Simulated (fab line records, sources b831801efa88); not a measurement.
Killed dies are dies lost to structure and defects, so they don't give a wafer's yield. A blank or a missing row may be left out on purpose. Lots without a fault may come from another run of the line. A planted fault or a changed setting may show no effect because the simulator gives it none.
Chamber matching | flow sky130 | SKY_PASSIVATION_CVD_02 on pecvd-01: 3 sister chambers
The step deposits Si3N4, target thk 540 nm. 14 wafers are shown with their chamber, then 7 later ones without.

WAFERS WITH THEIR CHAMBER
wafer  | chamber | heater_power_w (W)
L179.1 | 2       | 724
L179.4 | 0       | 739
L179.6 | 1       | 664
L181.3 | 0       | 707
L181.5 | 2       | 705
L181.6 | 1       | 691
L186.2 | 1       | 607
L186.3 | 2       | 731
L186.5 | 0       | 703
L196.1 | 2       | 705
L196.3 | 1       | 651
L196.6 | 2       | 752
L198.1 | 0       | 742
L198.3 | 2       | 676

SIGNATURES (means of the wafers above)
reading        | chamber 0 | chamber 1 | chamber 2 | scatter within a chamber
heater_power_w | 722.75    | 653.25    | 715.50    | 27.6
Rule: a wafer's distance from a chamber is the root of the sum, over the readings, of the square of ((its reading less the chamber's mean) divided by the reading's scatter). The wafer belongs to the nearest chamber; if the next one is less than 2 further off, it can't be placed. The scatter: the root of (the sum of the squares of (reading less its chamber's mean) over the shown wafers, divided by (wafers less chambers)).

WAFERS WITHOUT THEIR CHAMBER
wafer  | heater_power_w (W)
L198.5 | 792
L201.1 | 793
L201.3 | 716
L201.4 | 794
L202.1 | 713
L202.3 | 738
L202.4 | 658

WHICH CHAMBER EACH WENT THROUGH
wafer  | from the rows above     | in truth
L198.5 | can't be placed: 0 or 2 | 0
L201.1 | can't be placed: 0 or 2 | 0
L201.3 | can't be placed: 2 or 0 | 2
L201.4 | can't be placed: 0 or 2 | 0
L202.1 | can't be placed: 2 or 0 | 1
L202.3 | can't be placed: 0 or 2 | 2
L202.4 | can't be placed: 1 or 2 | 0
Placed correctly: 0 of 7. Can't be placed from these rows: 7 (the true chamber is among the candidates in 5). Placed wrongly: 0.
